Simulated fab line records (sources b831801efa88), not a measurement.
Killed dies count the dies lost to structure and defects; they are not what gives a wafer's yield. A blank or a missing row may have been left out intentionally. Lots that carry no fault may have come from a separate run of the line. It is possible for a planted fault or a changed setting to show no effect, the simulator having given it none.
Which tool is to blame? / flow gf180mcu / 14 lots, 42 wafers sampled, at 4 steps of a route of 602

WHAT THE GAUGES SHOWED, per wafer
GF_CONTACT_RS_MEAS_25: measurement is done with a four-point probe.
lot=L258; measured=day 16 06:47; on=film metro-01; CONTACT_W_RS (ohm/sq)=0.374 0.381 0.380
lot=L259; measured=day 16 13:24; on=film metro-01; CONTACT_W_RS (ohm/sq)=0.367 0.365 0.372
lot=L261; measured=day 17 08:34; on=film metro-03; CONTACT_W_RS (ohm/sq)=0.379 0.377 0.378
lot=L262; measured=day 17 15:11; on=film metro-01; CONTACT_W_RS (ohm/sq)=0.373 0.375 0.369
lot=L264; measured=day 18 16:29; on=film metro-03; CONTACT_W_RS (ohm/sq)=0.365 0.380 0.365
lot=L269; measured=day 20 06:11; on=film metro-01; CONTACT_W_RS (ohm/sq)=0.368 0.365 0.369
lot=L271; measured=day 21 04:29; on=film metro-03; CONTACT_W_RS (ohm/sq)=0.374 0.382 0.380
lot=L273; measured=day 21 20:04; on=film metro-01; CONTACT_W_RS (ohm/sq)=0.374 0.378 0.365
lot=L274; measured=day 21 23:46; on=film metro-03; CONTACT_W_RS (ohm/sq)=0.372 0.369 0.373
lot=L275; measured=day 22 12:57; on=film metro-04; CONTACT_W_RS (ohm/sq)=0.368 0.370 0.386
lot=L276; measured=day 22 14:49; on=film metro-03; CONTACT_W_RS (ohm/sq)=0.378 0.364 0.377
lot=L279; measured=day 23 17:41; on=film metro-03; CONTACT_W_RS (ohm/sq)=0.376 0.379 0.378
lot=L280; measured=day 24 03:34; on=film metro-04; CONTACT_W_RS (ohm/sq)=0.374 0.376 0.374
lot=L281; measured=day 24 11:34; on=film metro-03; CONTACT_W_RS (ohm/sq)=0.367 0.368 0.379

WHAT TOOL EACH LOT RAN ON (gives the tool, then ch and the chambers of the sampled wafers, and finally the start)
lot=L258; GF_SALICIDE_SPUTTER_02=pvd sputter-03, day 15 07:46; GF_SALICIDE_SPUTTER_03=pvd sputter-03, day 15 07:47; GF_CONTACT_ETCH_17=rie diel-03 ch 0,1,2, day 16 06:00
lot=L259; GF_SALICIDE_SPUTTER_02=pvd sputter-02, day 15 14:35; GF_SALICIDE_SPUTTER_03=pvd sputter-02, day 15 14:36; GF_CONTACT_ETCH_17=rie diel-04 ch 0,1,2, day 16 12:00
lot=L261; GF_SALICIDE_SPUTTER_02=pvd sputter-01, day 16 07:37; GF_SALICIDE_SPUTTER_03=pvd sputter-01, day 16 07:38; GF_CONTACT_ETCH_17=rie diel-04 ch 1,2, day 17 07:00
lot=L262; GF_SALICIDE_SPUTTER_02=pvd sputter-02, day 16 13:49; GF_SALICIDE_SPUTTER_03=pvd sputter-02, day 16 13:51; GF_CONTACT_ETCH_17=rie diel-04 ch 0,3, day 17 14:00
lot=L264; GF_SALICIDE_SPUTTER_02=pvd sputter-02, day 17 15:07; GF_SALICIDE_SPUTTER_03=pvd sputter-02, day 17 15:09; GF_CONTACT_ETCH_17=rie diel-04 ch 0,1,3, day 18 15:00
lot=L269; GF_SALICIDE_SPUTTER_02=pvd sputter-01, day 19 03:37; GF_SALICIDE_SPUTTER_03=pvd sputter-01, day 19 03:38; GF_CONTACT_ETCH_17=rie diel-02 ch 2,3, day 20 05:00
lot=L271; GF_SALICIDE_SPUTTER_02=pvd sputter-03, day 20 02:21; GF_SALICIDE_SPUTTER_03=pvd sputter-03, day 20 02:23; GF_CONTACT_ETCH_17=rie diel-02 ch 0,2,3, day 21 03:00
lot=L273; GF_SALICIDE_SPUTTER_02=pvd sputter-01, day 20 18:19; GF_SALICIDE_SPUTTER_03=pvd sputter-01, day 20 18:20; GF_CONTACT_ETCH_17=rie diel-04 ch 1,2,3, day 21 19:00
lot=L274; GF_SALICIDE_SPUTTER_02=pvd sputter-03, day 20 22:04; GF_SALICIDE_SPUTTER_03=pvd sputter-03, day 20 22:05; GF_CONTACT_ETCH_17=rie diel-04 ch 0,1,3, day 21 23:00
lot=L275; GF_SALICIDE_SPUTTER_02=pvd sputter-01, day 21 11:26; GF_SALICIDE_SPUTTER_03=pvd sputter-01, day 21 11:27; GF_CONTACT_ETCH_17=rie diel-03 ch 1,2,3, day 22 12:00
lot=L276; GF_SALICIDE_SPUTTER_02=pvd sputter-02, day 21 13:34; GF_SALICIDE_SPUTTER_03=pvd sputter-02, day 21 13:35; GF_CONTACT_ETCH_17=rie diel-04 ch 0,1,2, day 22 14:00
lot=L279; GF_SALICIDE_SPUTTER_02=pvd sputter-03, day 22 16:40; GF_SALICIDE_SPUTTER_03=pvd sputter-03, day 22 16:41; GF_CONTACT_ETCH_17=rie diel-04 ch 0,1, day 23 17:00
lot=L280; GF_SALICIDE_SPUTTER_02=pvd sputter-03, day 23 02:55; GF_SALICIDE_SPUTTER_03=pvd sputter-03, day 23 02:56; GF_CONTACT_ETCH_17=rie diel-04 ch 1,2,3, day 24 02:00
lot=L281; GF_SALICIDE_SPUTTER_02=pvd sputter-02, day 23 10:37; GF_SALICIDE_SPUTTER_03=pvd sputter-02, day 23 10:38; GF_CONTACT_ETCH_17=rie diel-04 ch 1,2,3, day 24 10:00
- GF_SALICIDE_SPUTTER_02: material Co, target thk 10 nm, time 20 s.
- GF_SALICIDE_SPUTTER_03: material TiN, target thk 20 nm, time 16.7 s.
- GF_CONTACT_ETCH_17: etches SiO2 in C4F8/O2/Ar, stops on CoSi2, target depth 860 nm.

AS READ BY THE TOOLS THEMSELVES (means over the sampled wafers that have a number; for cases with no such wafer, the mark the record gives instead)
GF_SALICIDE_SPUTTER_02.
lot=L258; tool=pvd sputter-03; cathode dc power W (W)=999.82; chamber pressure pa (Pa)=0.3998; throttle valve pct (%)=29.1
lot=L259; tool=pvd sputter-02; cathode dc power W (W)=999.90; chamber pressure pa (Pa)=0.4000; throttle valve pct (%)=29.8
lot=L261; tool=pvd sputter-01; cathode dc power W (W)=1000.03; chamber pressure pa (Pa)=0.3998; throttle valve pct (%)=29.8
lot=L262; tool=pvd sputter-02; cathode dc power W (W)=999.85; chamber pressure pa (Pa)=0.3998; throttle valve pct (%)=29.6
lot=L264; tool=pvd sputter-02; cathode dc power W (W)=1000.20; chamber pressure pa (Pa)=0.3999; throttle valve pct (%)=29.6
lot=L269; tool=pvd sputter-01; cathode dc power W (W)=1000.02; chamber pressure pa (Pa)=0.3995; throttle valve pct (%)=30.2
lot=L271; tool=pvd sputter-03; cathode dc power W (W)=999.69; chamber pressure pa (Pa)=0.4002; throttle valve pct (%)=29.3
lot=L273; tool=pvd sputter-01; cathode dc power W (W)=999.93; chamber pressure pa (Pa)=0.4006; throttle valve pct (%)=29.5
lot=L274; tool=pvd sputter-03; cathode dc power W (W)=1000.10; chamber pressure pa (Pa)=0.4003; throttle valve pct (%)=29.8
lot=L275; tool=pvd sputter-01; cathode dc power W (W)=999.93; chamber pressure pa (Pa)=0.4011; throttle valve pct (%)=30.3
lot=L276; tool=pvd sputter-02; cathode dc power W (W)=999.78; chamber pressure pa (Pa)=0.3995; throttle valve pct (%)=30.0
lot=L279; tool=pvd sputter-03; cathode dc power W (W)=1000.07; chamber pressure pa (Pa)=0.4004; throttle valve pct (%)=28.7
lot=L280; tool=pvd sputter-03; cathode dc power W (W)=999.94; chamber pressure pa (Pa)=0.3998; throttle valve pct (%)=29.7
lot=L281; tool=pvd sputter-02; cathode dc power W (W)=999.99; chamber pressure pa (Pa)=0.3995; throttle valve pct (%)=30.4

GF_SALICIDE_SPUTTER_03.
lot=L258; tool=pvd sputter-03; cathode dc power W (W)=6499.9; chamber pressure pa (Pa)=0.4002; throttle valve pct (%)=29.1
lot=L259; tool=pvd sputter-02; cathode dc power W (W)=6499.7; chamber pressure pa (Pa)=0.4005; throttle valve pct (%)=29.5
lot=L261; tool=pvd sputter-01; cathode dc power W (W)=6499.4; chamber pressure pa (Pa)=0.4012; throttle valve pct (%)=29.9
lot=L262; tool=pvd sputter-02; cathode dc power W (W)=6500.4; chamber pressure pa (Pa)=0.3998; throttle valve pct (%)=29.6
lot=L264; tool=pvd sputter-02; cathode dc power W (W)=6499.8; chamber pressure pa (Pa)=0.3992; throttle valve pct (%)=29.5
lot=L269; tool=pvd sputter-01; cathode dc power W (W)=6500.2; chamber pressure pa (Pa)=0.4010; throttle valve pct (%)=30.2
lot=L271; tool=pvd sputter-03; cathode dc power W (W)=6499.4; chamber pressure pa (Pa)=0.3992; throttle valve pct (%)=29.3
lot=L273; tool=pvd sputter-01; cathode dc power W (W)=6500.3; chamber pressure pa (Pa)=0.4008; throttle valve pct (%)=29.6
lot=L274; tool=pvd sputter-03; cathode dc power W (W)=6499.3; chamber pressure pa (Pa)=0.4003; throttle valve pct (%)=29.9
lot=L275; tool=pvd sputter-01; cathode dc power W (W)=6500.0; chamber pressure pa (Pa)=0.4000; throttle valve pct (%)=30.3
lot=L276; tool=pvd sputter-02; cathode dc power W (W)=6499.2; chamber pressure pa (Pa)=0.4013; throttle valve pct (%)=30.1
lot=L279; tool=pvd sputter-03; cathode dc power W (W)=6500.2; chamber pressure pa (Pa)=0.4005; throttle valve pct (%)=28.8
lot=L280; tool=pvd sputter-03; cathode dc power W (W)=6499.7; chamber pressure pa (Pa)=0.4008; throttle valve pct (%)=29.9
lot=L281; tool=pvd sputter-02; cathode dc power W (W)=6500.4; chamber pressure pa (Pa)=0.3999; throttle valve pct (%)=30.4

GF_CONTACT_ETCH_17.
lot=L258; tool=rie diel-03; oes product au (a.u.)=0.816; rf fwd power W (W)=1495
lot=L259; tool=rie diel-04; oes product au (a.u.)=0.817; rf fwd power W (W)=1497
lot=L261; tool=rie diel-04; oes product au (a.u.)=0.824; rf fwd power W (W)=1496
lot=L262; tool=rie diel-04; oes product au (a.u.)=0.814; rf fwd power W (W)=1494
lot=L264; tool=rie diel-04; oes product au (a.u.)=0.811; rf fwd power W (W)=1488
lot=L269; tool=rie diel-02; oes product au (a.u.)=0.818; rf fwd power W (W)=1580
lot=L271; tool=rie diel-02; oes product au (a.u.)=0.813; rf fwd power W (W)=1575
lot=L273; tool=rie diel-04; oes product au (a.u.)=0.815; rf fwd power W (W)=1498
lot=L274; tool=rie diel-04; oes product au (a.u.)=0.813; rf fwd power W (W)=1494
lot=L275; tool=rie diel-03; oes product au (a.u.)=0.818; rf fwd power W (W)=1497
lot=L276; tool=rie diel-04; oes product au (a.u.)=0.818; rf fwd power W (W)=1496
lot=L279; tool=rie diel-04; oes product au (a.u.)=0.813; rf fwd power W (W)=1492
lot=L280; tool=rie diel-04; oes product au (a.u.)=0.810; rf fwd power W (W)=1496
lot=L281; tool=rie diel-04; oes product au (a.u.)=0.809; rf fwd power W (W)=1498

THE ANSWER, worked out from the rows above alone
Rule: what is usual is taken from the lots themselves. The widest of any qualifying gaps counts: lots, ordered by their means at a reading, are off when they make up no more than a third of the lots, leave a main group of 4 or more, and stand apart from it by 3 or more times the standard deviation of that group's means. A main group whose means are all the same, to the digits that the tables above print for the reading, isn't used. A lot without any number at a reading at which 4 lots or more have one is off too. The other lots that the step has rows for count as sound. Order of review: gauges by route order, followed by the tools' own readings, for which a lot's mean as printed above is used. At the first step where some lot is off, the reading lying furthest off is the one used; lots without a number count as furthest.
Off at GF_CONTACT_ETCH_17 (rf fwd power W): L269, L271. The main group has a mean of 1495 W with a standard deviation of 2.7.
If a tool, at that step or one of the process steps before it, ran each lot that is off and ran no sound lot following the first of them, it fits. One fits: GF_CONTACT_ETCH_17 on rie diel-02. It ran no sound lot before its first lot that is off in this sample, so the start can't be narrowed down.
On the lots that are off, the tool's own readings at GF_CONTACT_ETCH_17 differ by more than 5 times the standard deviation of the sound lots' means, which bears it out; rf fwd power W reads 1578 W there versus 1495 W on the sound lots.

WHAT HAD BEEN PUT IN BY THE SIMULATOR
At GF_CONTACT_ETCH_17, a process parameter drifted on rie diel-02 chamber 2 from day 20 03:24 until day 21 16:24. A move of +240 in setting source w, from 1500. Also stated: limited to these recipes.
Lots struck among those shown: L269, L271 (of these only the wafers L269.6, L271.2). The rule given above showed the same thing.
